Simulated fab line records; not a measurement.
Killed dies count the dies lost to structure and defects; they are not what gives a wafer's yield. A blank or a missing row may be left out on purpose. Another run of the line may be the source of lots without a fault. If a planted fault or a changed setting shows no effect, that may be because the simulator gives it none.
What tool caused it? / flow sky130 / Sampling: 13 lots, 39 wafers, 5 of 708 route steps

## WHAT EACH GAUGE READ, for each wafer
SKY_FIELD_ISO_THK_MEAS_23.
lot=L722; measured=day 2 16:37; on=film metro-01; FIELD_ISO_OXIDATION_01_THK (nm)=9.70 9.85 9.90
lot=L723; measured=day 2 22:35; on=film metro-01; FIELD_ISO_OXIDATION_01_THK (nm)=9.97 9.99 10.16
lot=L724; measured=day 3 05:26; on=film metro-01; FIELD_ISO_OXIDATION_01_THK (nm)=9.75 9.93 9.89
lot=L725; measured=day 3 09:39; on=film metro-03; FIELD_ISO_OXIDATION_01_THK (nm)=9.46 9.37 9.50
lot=L727; measured=day 3 17:48; on=film metro-02; FIELD_ISO_OXIDATION_01_THK (nm)=10.22 10.19 10.12
lot=L728; measured=day 4 00:44; on=film metro-01; FIELD_ISO_OXIDATION_01_THK (nm)=10.10 9.94 9.99
lot=L732; measured=day 5 00:01; on=film metro-02; FIELD_ISO_OXIDATION_01_THK (nm)=10.05 9.86 9.88
lot=L738; measured=day 6 04:10; on=film metro-01; FIELD_ISO_OXIDATION_01_THK (nm)=10.19 10.30 10.15
lot=L739; measured=day 6 10:08; on=film metro-02; FIELD_ISO_OXIDATION_01_THK (nm)=10.20 9.99 10.11
lot=L740; measured=day 6 16:34; on=film metro-01; FIELD_ISO_OXIDATION_01_THK (nm)=10.00 9.93 10.02
lot=L741; measured=day 6 22:49; on=film metro-02; FIELD_ISO_OXIDATION_01_THK (nm)=10.04 9.86 9.94
lot=L742; measured=day 7 04:17; on=film metro-03; FIELD_ISO_OXIDATION_01_THK (nm)=10.53 10.46 10.28
lot=L743; measured=day 7 07:05; on=film metro-01; FIELD_ISO_OXIDATION_01_THK (nm)=10.03 10.21 10.07

SKY_NWELL_OVL_MEAS_23.
lot=L722; measured=day 5 17:44; on=overlay-02; NWELL_01_OVL (nm)=-2.1 -1.4 0.5
lot=L723; measured=day 6 02:13; on=overlay-02; NWELL_01_OVL (nm)=0.3 -0.9 -2.3
lot=L724; measured=day 6 08:59; on=overlay-02; NWELL_01_OVL (nm)=-2.6 -1.6 -2.3
lot=L725; measured=day 6 14:47; on=overlay-02; NWELL_01_OVL (nm)=0.5 1.7 0.2
lot=L727; measured=day 6 21:51; on=overlay-02; NWELL_01_OVL (nm)=-3.0 -3.9 -0.8
lot=L728; measured=day 7 04:54; on=overlay-01; NWELL_01_OVL (nm)=- - -
lot=L732; measured=day 8 10:00; on=overlay-01; NWELL_01_OVL (nm)=-1.6 -1.1 -1.4
lot=L738; measured=day 9 18:49; on=overlay-02; NWELL_01_OVL (nm)=-1.5 -0.3 0.3
lot=L739; measured=day 10 05:02; on=overlay-01; NWELL_01_OVL (nm)=-1.2 -1.0 -3.3
lot=L740; measured=day 10 09:38; on=overlay-02; NWELL_01_OVL (nm)=-4.0 -2.3 -2.2
lot=L741; measured=day 10 14:56; on=overlay-01; NWELL_01_OVL (nm)=-2.0 -2.9 -2.0
lot=L742; measured=day 10 21:26; on=overlay-02; NWELL_01_OVL (nm)=0.2 0.9 -1.5
lot=L743; measured=day 11 00:56; on=overlay-02; NWELL_01_OVL (nm)=-1.2 -0.9 0.2

SKY_NWELL_TW_MEAS_26.
lot=L722; measured=day 5 18:02; on=film metro-03; NWELL_2_TW=493 491 494
lot=L723; measured=day 6 02:30; on=film metro-01; NWELL_2_TW=490 491 488
lot=L724; measured=day 6 09:17; on=film metro-04; NWELL_2_TW=502 499 500
lot=L725; measured=day 6 15:05; on=film metro-01; NWELL_2_TW=488 485 486
lot=L727; measured=day 6 22:08; on=film metro-04; NWELL_2_TW=503 504 503
lot=L728; measured=day 7 05:12; on=film metro-04; NWELL_2_TW=30 30 30
lot=L732; measured=day 8 10:17; on=film metro-01; NWELL_2_TW=486 488 483
lot=L738; measured=day 9 19:07; on=film metro-01; NWELL_2_TW=494 489 493
lot=L739; measured=day 10 05:19; on=film metro-01; NWELL_2_TW=490 488 487
lot=L740; measured=day 10 09:55; on=film metro-04; NWELL_2_TW=502 503 506
lot=L741; measured=day 10 15:14; on=film metro-01; NWELL_2_TW=489 486 488
lot=L742; measured=day 10 21:43; on=film metro-01; NWELL_2_TW=487 488 488
lot=L743; measured=day 11 01:13; on=film metro-01; NWELL_2_TW=488 488 489

SKY_LDD_HVN_OVL_MEAS_07.
lot=L722; measured=day 20 21:59; on=overlay-02; LDD_HVN_OVL (nm)=-0.3 -1.1 -2.4
lot=L723; measured=day 21 08:11; on=overlay-02; LDD_HVN_OVL (nm)=0.9 0.5 -0.6
lot=L724; measured=day 21 22:47; on=overlay-02; LDD_HVN_OVL (nm)=-0.9 -0.2 -0.7
lot=L725; measured=day 22 04:17; on=overlay-01; LDD_HVN_OVL (nm)=-1.7 0.2 -2.1
lot=L727; measured=day 22 13:53; on=overlay-01; LDD_HVN_OVL (nm)=-3.2 -1.2 -0.4
lot=L728; measured=day 23 06:38; on=overlay-01; LDD_HVN_OVL (nm)=-0.9 -0.5 -1.1
lot=L732; measured=day 24 22:35; on=overlay-02; LDD_HVN_OVL (nm)=-0.2 0.7 0.0
lot=L738; measured=day 26 20:42; on=overlay-01; LDD_HVN_OVL (nm)=2.9 0.9 0.3
lot=L739; measured=day 27 01:56; on=overlay-01; LDD_HVN_OVL (nm)=-1.7 -0.8 -0.3
lot=L740; measured=day 27 16:53; on=overlay-01; LDD_HVN_OVL (nm)=-1.7 0.6 -0.3
lot=L741; measured=day 29 00:41; on=overlay-01; LDD_HVN_OVL (nm)=1.4 3.8 2.6
lot=L742; measured=day 28 23:50; on=overlay-01; LDD_HVN_OVL (nm)=0.7 -0.6 0.9
lot=L743; measured=day 29 01:05; on=overlay-01; LDD_HVN_OVL (nm)=1.4 -0.2 0.5

## TOOL THAT RAN EACH LOT (tool first, then ch and the chambers of the sampled wafers, then the start)
lot=L722; SKY_NWELL_EXPOSE_20=iline stepper-02 ch 0, day 5 08:58
lot=L723; SKY_NWELL_EXPOSE_20=iline stepper-01 ch 0, day 5 17:19
lot=L724; SKY_NWELL_EXPOSE_20=iline stepper-02 ch 0, day 5 23:59
lot=L725; SKY_NWELL_EXPOSE_20=iline stepper-01 ch 0, day 6 05:16
lot=L727; SKY_NWELL_EXPOSE_20=iline stepper-02 ch 0, day 6 12:46
lot=L728; SKY_NWELL_EXPOSE_20=iline stepper-02 ch 0, day 6 19:13
lot=L732; SKY_NWELL_EXPOSE_20=iline stepper-02 ch 0, day 8 00:05
lot=L738; SKY_NWELL_EXPOSE_20=iline stepper-01 ch 0, day 9 08:41
lot=L739; SKY_NWELL_EXPOSE_20=iline stepper-02 ch 0, day 9 17:58
lot=L740; SKY_NWELL_EXPOSE_20=iline stepper-01 ch 0, day 9 22:46
lot=L741; SKY_NWELL_EXPOSE_20=iline stepper-02 ch 0, day 10 04:16
lot=L742; SKY_NWELL_EXPOSE_20=iline stepper-02 ch 0, day 10 10:11
lot=L743; SKY_NWELL_EXPOSE_20=iline stepper-01 ch 0, day 10 14:02
- SKY_NWELL_EXPOSE_20: exposes mask NWM COMPLEMENT, target cd 840 nm.

## AS READ BY THE TOOLS THEMSELVES (means over the sampled wafers that have a number; for cases with no such wafer, the mark the record gives instead)
The record holds no such reading with a usual standard deviation.

## THE ANSWER, worked out from the rows above alone
Rule: what is usual is taken from the lots themselves. The widest of any qualifying gaps counts: lots, ordered by their means at a reading, are off when they make up no more than a third of the lots, leave a main group of 4 or more, and stand apart from it by 3 or more times the standard deviation of that group's means. If all means in a main group match to the digits the tables above print for the reading, that group is not used. A lot without any number at a reading at which 4 lots or more have one is off too. The other lots that the step has rows for count as sound. After the gauges, taken in route order, come the tools' own readings; for these a lot's mean is taken, as printed above. At the first step where some lot is off, the reading lying furthest off is the one used; lots without a number count as furthest.
Off: L728, seen at SKY_NWELL_OVL_MEAS_23 (NWELL_01_OVL). Without a number there: L728. Main group: mean -1.3 nm, sd 1.
If a tool, at a process step before that reading, ran all the lots that are off and no sound lot after the first of them, it fits. Not tried: the gauges at SKY_NWELL_OVL_MEAS_23; whatever is off there is also off at SKY_NWELL_TW_MEAS_26, on other tools, and gauge error can't account for it. Not one of the candidates tried fits.

## WHAT THE SIMULATOR HAD PUT IN
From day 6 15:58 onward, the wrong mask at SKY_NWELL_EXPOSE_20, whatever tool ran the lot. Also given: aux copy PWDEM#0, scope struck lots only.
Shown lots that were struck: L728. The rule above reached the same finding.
